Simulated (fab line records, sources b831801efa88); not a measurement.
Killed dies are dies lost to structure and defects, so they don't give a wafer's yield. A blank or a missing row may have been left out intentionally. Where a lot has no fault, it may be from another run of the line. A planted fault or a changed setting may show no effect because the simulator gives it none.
Which tool is to blame? :: flow gf180mcu :: 13 lots, 39 wafers sampled, at 6 steps of a route of 602

## WHAT THE GAUGES READ, wafer by wafer
GF_PSD_RS_MEAS_14: the measuring method here is four-point-probe.
lot: L228
measured: day 14 03:47
on: film-metro-04
NSD_RS (ohm/sq): 46.22 45.92 46.16

lot: L229
measured: day 14 12:28
on: film-metro-04
NSD_RS (ohm/sq): 46.10 46.04 45.99

lot: L230
measured: day 15 00:16
on: film-metro-04
NSD_RS (ohm/sq): 46.07 46.08 46.11

lot: L231
measured: day 15 06:40
on: film-metro-04
NSD_RS (ohm/sq): 46.02 46.13 46.19

lot: L234
measured: day 16 09:43
on: film-metro-04
NSD_RS (ohm/sq): 46.14 46.24 46.08

lot: L235
measured: day 16 16:14
on: film-metro-03
NSD_RS (ohm/sq): 46.04 46.00 46.06

lot: L236
measured: day 17 02:05
on: film-metro-04
NSD_RS (ohm/sq): 46.14 46.14 46.16

lot: L237
measured: day 17 09:01
on: film-metro-02
NSD_RS (ohm/sq): 46.13 46.22 46.13

lot: L238
measured: day 17 19:14
on: film-metro-04
NSD_RS (ohm/sq): 46.22 46.13 46.18

lot: L239
measured: day 18 01:41
on: film-metro-02
NSD_RS (ohm/sq): 46.18 46.14 46.09

lot: L245
measured: day 20 06:06
on: film-metro-03
NSD_RS (ohm/sq): 48.21 48.40 48.34 48.24 48.34 48.32

lot: L248
measured: day 21 11:43
on: film-metro-04
NSD_RS (ohm/sq): 48.27 48.26 48.42 48.25 48.27 48.25

lot: L251
measured: day 22 10:44
on: film-metro-03
NSD_RS (ohm/sq): 46.01 46.03 46.00

GF_PSD_RS_MEAS_15: the measuring method here is four-point-probe.
lot: L228
measured: day 14 03:55
on: film-metro-04
PSD_RS (ohm/sq): 108.26 108.37 108.56

lot: L229
measured: day 14 12:35
on: film-metro-04
PSD_RS (ohm/sq): 108.37 108.25 108.40

lot: L230
measured: day 15 00:23
on: film-metro-04
PSD_RS (ohm/sq): 108.76 108.48 108.15

lot: L231
measured: day 15 06:47
on: film-metro-04
PSD_RS (ohm/sq): 108.61 108.69 108.43

lot: L234
measured: day 16 09:50
on: film-metro-04
PSD_RS (ohm/sq): 109.07 108.63 108.51

lot: L235
measured: day 16 16:22
on: film-metro-03
PSD_RS (ohm/sq): 108.46 108.14 108.08

lot: L236
measured: day 17 02:13
on: film-metro-04
PSD_RS (ohm/sq): 108.16 108.35 107.99

lot: L237
measured: day 17 09:08
on: film-metro-02
PSD_RS (ohm/sq): 108.62 108.67 108.20

lot: L238
measured: day 17 19:22
on: film-metro-04
PSD_RS (ohm/sq): 108.41 108.59 108.77

lot: L239
measured: day 18 01:49
on: film-metro-02
PSD_RS (ohm/sq): 108.80 108.65 108.37

lot: L245
measured: day 20 12:04
on: film-metro-03
PSD_RS (ohm/sq): 119.47 119.72 119.64 119.92 119.92 119.75

lot: L248
measured: day 21 17:41
on: film-metro-04
PSD_RS (ohm/sq): 119.27 119.35 119.11 118.88 118.93 119.06

lot: L251
measured: day 22 10:51
on: film-metro-03
PSD_RS (ohm/sq): 108.43 108.18 108.17

GF_M2_OVL_MEAS_15.
lot: L228
measured: day 19 03:04
on: overlay-01
M2_OVL (nm): 0 9 2

lot: L229
measured: day 19 10:31
on: overlay-01
M2_OVL (nm): 4 -5 15

lot: L230
measured: day 20 00:55
on: overlay-02
M2_OVL (nm): 1 -1 8

lot: L231
measured: day 20 09:06
on: overlay-02
M2_OVL (nm): 11 15 3

lot: L234
measured: day 21 17:53
on: overlay-01
M2_OVL (nm): -2 -2 9

lot: L235
measured: day 21 20:52
on: overlay-02
M2_OVL (nm): 7 -6 -1

lot: L236
measured: day 22 08:07
on: overlay-01
M2_OVL (nm): 10 6 7

lot: L237
measured: day 22 12:51
on: overlay-02
M2_OVL (nm): -5 10 4

lot: L238
measured: day 23 00:47
on: overlay-01
M2_OVL (nm): 9 15 12

lot: L239
measured: day 23 05:55
on: overlay-01
M2_OVL (nm): 7 -3 10

lot: L245
measured: day 25 07:17
on: overlay-02
M2_OVL (nm): 3 1 4

lot: L248
measured: day 26 10:10
on: overlay-02
M2_OVL (nm): -7 2 0

lot: L251
measured: day 27 04:37
on: overlay-02
M2_OVL (nm): -1 -6 7

GF_M3_OVL_MEAS_15.
lot: L228
measured: day 21 06:19
on: overlay-01
M3_OVL (nm): 7 6 7

lot: L229
measured: day 21 13:28
on: overlay-01
M3_OVL (nm): -1 2 1

lot: L230
measured: day 22 03:49
on: overlay-02
M3_OVL (nm): 7 -2 -7

lot: L231
measured: day 22 11:14
on: overlay-01
M3_OVL (nm): -5 -9 -4

lot: L234
measured: day 23 18:37
on: overlay-02
M3_OVL (nm): 2 1 2

lot: L235
measured: day 23 22:16
on: overlay-01
M3_OVL (nm): 0 2 -3

lot: L236
measured: day 24 09:13
on: overlay-02
M3_OVL (nm): 6 -4 0

lot: L237
measured: day 24 13:02
on: overlay-02
M3_OVL (nm): -4 4 -3

lot: L238
measured: day 24 23:46
on: overlay-01
M3_OVL (nm): -4 -9 -5

lot: L239
measured: day 25 05:31
on: overlay-02
M3_OVL (nm): -12 -6 -11

lot: L245
measured: day 27 04:25
on: overlay-01
M3_OVL (nm): -8 -6 -12

lot: L248
measured: day 28 05:55
on: overlay-02
M3_OVL (nm): -9 -6 1

lot: L251
measured: day 28 23:28
on: overlay-01
M3_OVL (nm): 5 8 5

GF_V3_THK_MEAS_25: measures by xrf.
lot: L228
measured: day 22 09:17
on: film-metro-03
V3_W_THK (nm): 342 343 343

lot: L229
measured: day 22 15:20
on: film-metro-01
V3_W_THK (nm): 344 340 340

lot: L230
measured: day 23 05:07
on: film-metro-03
V3_W_THK (nm): 334 352 339

lot: L231
measured: day 23 12:25
on: film-metro-01
V3_W_THK (nm): 346 338 344

lot: L234
measured: day 24 20:31
on: film-metro-03
V3_W_THK (nm): 343 341 344

lot: L235
measured: day 24 22:20
on: film-metro-02
V3_W_THK (nm): 353 348 346

lot: L236
measured: day 25 09:04
on: film-metro-01
V3_W_THK (nm): 330 337 342

lot: L237
measured: day 25 13:05
on: film-metro-01
V3_W_THK (nm): 354 344 354

lot: L238
measured: day 25 23:47
on: film-metro-01
V3_W_THK (nm): 343 354 343

lot: L239
measured: day 26 04:29
on: film-metro-02
V3_W_THK (nm): 349 354 344

lot: L245
measured: day 28 03:12
on: film-metro-03
V3_W_THK (nm): 344 347 348

lot: L248
measured: day 29 04:01
on: film-metro-02
V3_W_THK (nm): 353 355 345

lot: L251
measured: day 29 20:13
on: film-metro-02
V3_W_THK (nm): 351 357 347

## EACH LOT AND THE TOOL THAT RAN IT (in order: tool; ch and the chambers of the sampled wafers; start)
lot: L228
GF_PSD_RTA_13: rtp-anneal-01 ch 0, day 14 03:42

lot: L229
GF_PSD_RTA_13: rtp-anneal-02 ch 0, day 14 12:23

lot: L230
GF_PSD_RTA_13: rtp-anneal-01 ch 0, day 15 00:11

lot: L231
GF_PSD_RTA_13: rtp-anneal-01 ch 0, day 15 06:34

lot: L234
GF_PSD_RTA_13: rtp-anneal-01 ch 0, day 16 09:38

lot: L235
GF_PSD_RTA_13: rtp-anneal-02 ch 0, day 16 16:09

lot: L236
GF_PSD_RTA_13: rtp-anneal-01 ch 0, day 17 02:00

lot: L237
GF_PSD_RTA_13: rtp-anneal-01 ch 0, day 17 08:55

lot: L238
GF_PSD_RTA_13: rtp-anneal-02 ch 0, day 17 19:09

lot: L239
GF_PSD_RTA_13: rtp-anneal-02 ch 0, day 18 01:36

lot: L245
GF_PSD_RTA_13: rtp-anneal-02 ch 0, day 20 06:01

lot: L248
GF_PSD_RTA_13: rtp-anneal-02 ch 0, day 21 11:38

lot: L251
GF_PSD_RTA_13: rtp-anneal-01 ch 0, day 22 10:39
- GF_PSD_RTA_13: time 20 s.

## AS READ BY THE TOOLS THEMSELVES (means over the sampled wafers that have a number; for cases with no such wafer, the mark the record gives instead)
GF_PSD_RTA_13.
lot: L228
tool: rtp-anneal-01
chamber-o2-ppm: 1.987
lamp-power-pct (%): 29.9
wafer_temp_C_max: 1030.3

lot: L229
tool: rtp-anneal-02
chamber-o2-ppm: 2.013
lamp-power-pct (%): 32.4
wafer_temp_C_max: 1029.1

lot: L230
tool: rtp-anneal-01
chamber-o2-ppm: 1.996
lamp-power-pct (%): 29.9
wafer_temp_C_max: 1029.2

lot: L231
tool: rtp-anneal-01
chamber-o2-ppm: 1.999
lamp-power-pct (%): 29.9
wafer_temp_C_max: 1030.2

lot: L234
tool: rtp-anneal-01
chamber-o2-ppm: 2.015
lamp-power-pct (%): 29.9
wafer_temp_C_max: 1030.1

lot: L235
tool: rtp-anneal-02
chamber-o2-ppm: 1.973
lamp-power-pct (%): 32.4
wafer_temp_C_max: 1029.0

lot: L236
tool: rtp-anneal-01
chamber-o2-ppm: 1.993
lamp-power-pct (%): 29.9
wafer_temp_C_max: 1029.5

lot: L237
tool: rtp-anneal-01
chamber-o2-ppm: 2.018
lamp-power-pct (%): 29.9
wafer_temp_C_max: 1029.4

lot: L238
tool: rtp-anneal-02
chamber-o2-ppm: 2.005
lamp-power-pct (%): 32.4
wafer_temp_C_max: 1030.7

lot: L239
tool: rtp-anneal-02
chamber-o2-ppm: 2.018
lamp-power-pct (%): 32.4
wafer_temp_C_max: 1029.1

lot: L245
tool: rtp-anneal-02
chamber-o2-ppm: 1.970
lamp-power-pct (%): 31.0
wafer_temp_C_max: 1012.7

lot: L248
tool: rtp-anneal-02
chamber-o2-ppm: 1.996
lamp-power-pct (%): 31.0
wafer_temp_C_max: 1014.4

lot: L251
tool: rtp-anneal-01
chamber-o2-ppm: 2.009
lamp-power-pct (%): 29.9
wafer_temp_C_max: 1029.0

## THE ANSWER, worked out from the rows above alone
Rule: the lots themselves supply what counts as usual. The widest of any qualifying gaps counts: lots, ordered by their means at a reading, are off when they make up no more than a third of the lots, leave a main group of 4 or more, and stand apart from it by 3 or more times the standard deviation of that group's means. The tables above print the reading to a certain number of digits; a main group whose means all agree to those digits is not used. A lot without any number at a reading at which 4 lots or more have one is off too. Any other lot the step has rows for is counted as sound. Order of review: gauges by route order, followed by the tools' own readings, for which a lot's mean as printed above is used. The first step at which some lot is off is used, and at that step the reading that is off furthest; a lot without a number counts as furthest.
Off: L245, L248, at GF_PSD_RS_MEAS_14 (NSD_RS). The main group: mean 46.11 ohm/sq, standard deviation 0.053.
A tool fits if, at a process step before that reading, it ran every lot that is off, and no sound lot after the first of them. Not tried: the gauges at GF_PSD_RS_MEAS_14; whatever is off there is also off at GF_PSD_RTA_13, on other tools, and gauge error can't account for it. One candidate fits, namely rtp-anneal-02 at GF_PSD_RTA_13. A fault onset in the window from L239 (day 18 01:36, its last sound lot) to L245 (day 20 06:01, its first lot off) fits.
On the lots that are off, the tool's own readings at GF_PSD_RTA_13 differ by more than 5 times the standard deviation of the sound lots' means, which bears it out; wafer_temp_C_max reads 1013.5 there versus 1029.6 on the sound lots.

## WHAT WAS PUT IN BY THE SIMULATOR
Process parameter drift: rtp-anneal-02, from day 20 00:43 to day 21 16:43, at GF_PSD_RTA_13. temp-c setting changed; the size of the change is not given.
Lots struck among those shown: L245, L248. The same result came from the rule above.
